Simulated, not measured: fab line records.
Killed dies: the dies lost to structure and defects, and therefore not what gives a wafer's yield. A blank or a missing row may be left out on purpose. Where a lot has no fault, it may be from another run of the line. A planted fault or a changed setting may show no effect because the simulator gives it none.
The tool behind it: which one?    flow sfq-line    13 lots with 39 wafers sampled at 2 steps, on a route of 325 steps

== WHAT THE GAUGES READ, wafer by wafer ==
No reading from a measuring or inspecting step in the record can be judged against a usual standard deviation.

== EACH LOT AND THE TOOL THAT RAN IT (in order: tool; ch and the chambers of the sampled wafers; start) ==
lot   SFQ_TRILAYER_M7_LITHO_COAT_182     SFQ_TRILAYER_M7_BARC_OPEN_METAL_ETCH_229
L691  litho-track-01 ch 0, day 62 15:38  rie-metal-04 ch 0,1, day 62 19:28
L692  litho-track-04 ch 0, day 62 22:50  rie-metal-04 ch 1, day 63 02:40
L694  litho-track-01 ch 0, day 63 22:53  rie-metal-03 ch 0, day 64 01:07
L695  litho-track-02 ch 0, day 64 04:47  rie-metal-02 ch 0,1, day 64 12:52
L696  litho-track-01 ch 0, day 64 14:23  rie-metal-04 ch 0,1, day 64 21:16
L698  litho-track-01 ch 0, day 65 12:57  rie-metal-02 ch 0,1, day 65 15:19
L699  litho-track-01 ch 0, day 65 18:54  rie-metal-04 ch 0,1, day 65 21:36
L705  litho-track-04 ch 0, day 66 21:44  rie-metal-04 ch 0,1, day 71 03:15
L706  litho-track-01 ch 0, day 67 00:03  rie-metal-03 ch 0,1, day 71 04:26
L709  litho-track-04 ch 0, day 67 11:34  rie-metal-04 ch 0,1, day 71 11:38
L710  litho-track-02 ch 0, day 67 16:19  rie-metal-03 ch 0,1, day 71 17:45
L712  litho-track-04 ch 0, day 67 21:13  rie-metal-02 ch 0,1, day 71 21:22
L713  litho-track-04 ch 0, day 68 03:13  rie-metal-02 ch 0,1, day 72 00:58
- SFQ_TRILAYER_M7_LITHO_COAT_182: resist thk 62 nm.
- SFQ_TRILAYER_M7_BARC_OPEN_METAL_ETCH_229: etches BARC in O2, target depth 125 nm, time 41.7 s.

== AS READ BY THE TOOLS THEMSELVES (means over the sampled wafers that have a number; for cases with no such wafer, the mark the record gives instead) ==
SFQ_TRILAYER_M7_LITHO_COAT_182. Usual: chill-plate-temp-C 23.02 C, standard deviation 0.093; resist-line-temp-C 22.99 C, standard deviation 0.11.
lot   tool            chill-plate-temp-C (C)  resist-line-temp-C (C)  flag
L691  litho-track-01  23.04                   22.92                   
L692  litho-track-04  23.07                   22.96                   
L694  litho-track-01  23.01                   22.94                   
L695  litho-track-02  23.08                   22.98                   
L696  litho-track-01  23.01                   23.03                   
L698  litho-track-01  23.10                   22.96                   
L699  litho-track-01  22.93                   23.01                   
L705  litho-track-04  23.05                   22.80                   
L706  litho-track-01  23.14                   22.91                   
L709  litho-track-04  23.00                   23.00                   
L710  litho-track-02  22.93                   23.07                   
L712  litho-track-04  23.02                   22.98                   
L713  litho-track-04  23.11                   23.13                   

SFQ_TRILAYER_M7_BARC_OPEN_METAL_ETCH_229. Usual: bias-w 79.97 W, standard deviation 0.23; drypump-motor-current-A 5.94 A, standard deviation 0.29; oes-product-au 0.685 a.u., standard deviation 0.0047.
lot   tool          bias-w (W)  drypump-motor-current-A (A)  oes-product-au (a.u.)  flag
L691  rie-metal-04  80.19       5.91                         0.680                  
L692  rie-metal-04  79.95       6.06                         0.688                  
L694  rie-metal-03  79.77       5.91                         0.683                  
L695  rie-metal-02  79.93       5.63                         0.686                  
L696  rie-metal-04  79.91       5.99                         0.689                  
L698  rie-metal-02  79.69       5.73                         0.688                  
L699  rie-metal-04  80.07       5.90                         0.686                  
L705  rie-metal-04  80.09       6.00                         0.684                  
L706  rie-metal-03  79.93       6.12                         0.704                  OFF
L709  rie-metal-04  79.99       6.00                         0.692                  
L710  rie-metal-03  80.07       6.37                         0.688                  
L712  rie-metal-02  80.14       5.64                         0.688                  
L713  rie-metal-02  80.08       5.71                         0.697                  

== THE ANSWER, worked out from the rows above alone ==
Rule: a lot is off if the mean of its wafers that have a number lies more than 3 standard deviations from the usual mean. Also off: a lot with no number at a reading for which 4 or more lots have one. Any other lot the step has rows for is counted as sound. Order of review: gauges by route order, followed by the tools' own readings, for which a lot's mean as printed above is used. The first step at which some lot is off is used, and at that step the reading that is off furthest; a lot without a number counts as furthest.
Off: L706 (SFQ_TRILAYER_M7_BARC_OPEN_METAL_ETCH_229, oes-product-au).
A tool fits if, at that step or a process step before it, it ran every lot that is off, and no sound lot after the first of them. One fits: litho-track-01 at SFQ_TRILAYER_M7_LITHO_COAT_182. Its last sound lot is L699 (day 65 18:54), its first lot that is off L706 (day 67 00:03): a fault that began between those two fits.

== WHAT THE SIMULATOR HAD INSERTED ==
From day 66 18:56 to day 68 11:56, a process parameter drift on litho-track-01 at SFQ_TRILAYER_M7_LITHO_COAT_182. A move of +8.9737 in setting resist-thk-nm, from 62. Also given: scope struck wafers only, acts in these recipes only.
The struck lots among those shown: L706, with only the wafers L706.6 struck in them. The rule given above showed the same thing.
